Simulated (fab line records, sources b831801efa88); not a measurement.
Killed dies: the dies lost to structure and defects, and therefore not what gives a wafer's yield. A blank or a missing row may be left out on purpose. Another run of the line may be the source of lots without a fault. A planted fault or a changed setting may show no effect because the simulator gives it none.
Which tool is to blame? -- flow sky130 -- 33 wafers sampled from 11 lots at 1 step of a route of 708

WHAT THE GAUGES READ, wafer by wafer
SKY_METAL2_CD_MEAS_15: the cd target is 140 nm.
lot,measured,on,cd nm (nm)
L550,day 36 11:49,cd sem-01,140.1 139.5 139.4
L552,day 36 18:25,cd sem-02,137.0 137.7 139.0
L554,day 37 14:07,cd sem-01,138.8 138.6 138.4
L556,day 38 00:43,cd sem-02,139.8 141.7 141.6
L557,day 38 01:05,cd sem-01,142.3 140.9 141.1
L560,day 39 01:31,cd sem-02,139.7 139.3 141.1
L561,day 39 04:59,cd sem-02,142.2 141.8 141.3
L563,day 39 21:04,cd sem-01,142.9 143.7 144.0
L564,day 39 23:04,cd sem-01,140.3 138.3 142.3
L572,day 42 00:52,cd sem-02,142.4 140.6 140.1
L571,day 42 05:34,cd sem-02,141.2 141.7 140.1

TOOL THAT RAN EACH LOT (tool first, then ch and the chambers of the sampled wafers, then the start)
Record: no process step prior to these readings.

THE ANSWER, worked out from the rows above alone
Rule: what is usual is taken from the lots themselves. The widest of any qualifying gaps counts: lots, ordered by their means at a reading, are off when they make up no more than a third of the lots, leave a main group of 4 or more, and stand apart from it by 3 or more times the standard deviation of that group's means. A main group is skipped when, at the precision printed for the reading in the tables above, its means are all equal. A lot without any number at a reading at which 4 lots or more have one is off too. Any other lot the step has rows for is counted as sound.
No lot is off at any reading shown: from this, nothing can be told.

WHAT WAS PUT IN BY THE SIMULATOR
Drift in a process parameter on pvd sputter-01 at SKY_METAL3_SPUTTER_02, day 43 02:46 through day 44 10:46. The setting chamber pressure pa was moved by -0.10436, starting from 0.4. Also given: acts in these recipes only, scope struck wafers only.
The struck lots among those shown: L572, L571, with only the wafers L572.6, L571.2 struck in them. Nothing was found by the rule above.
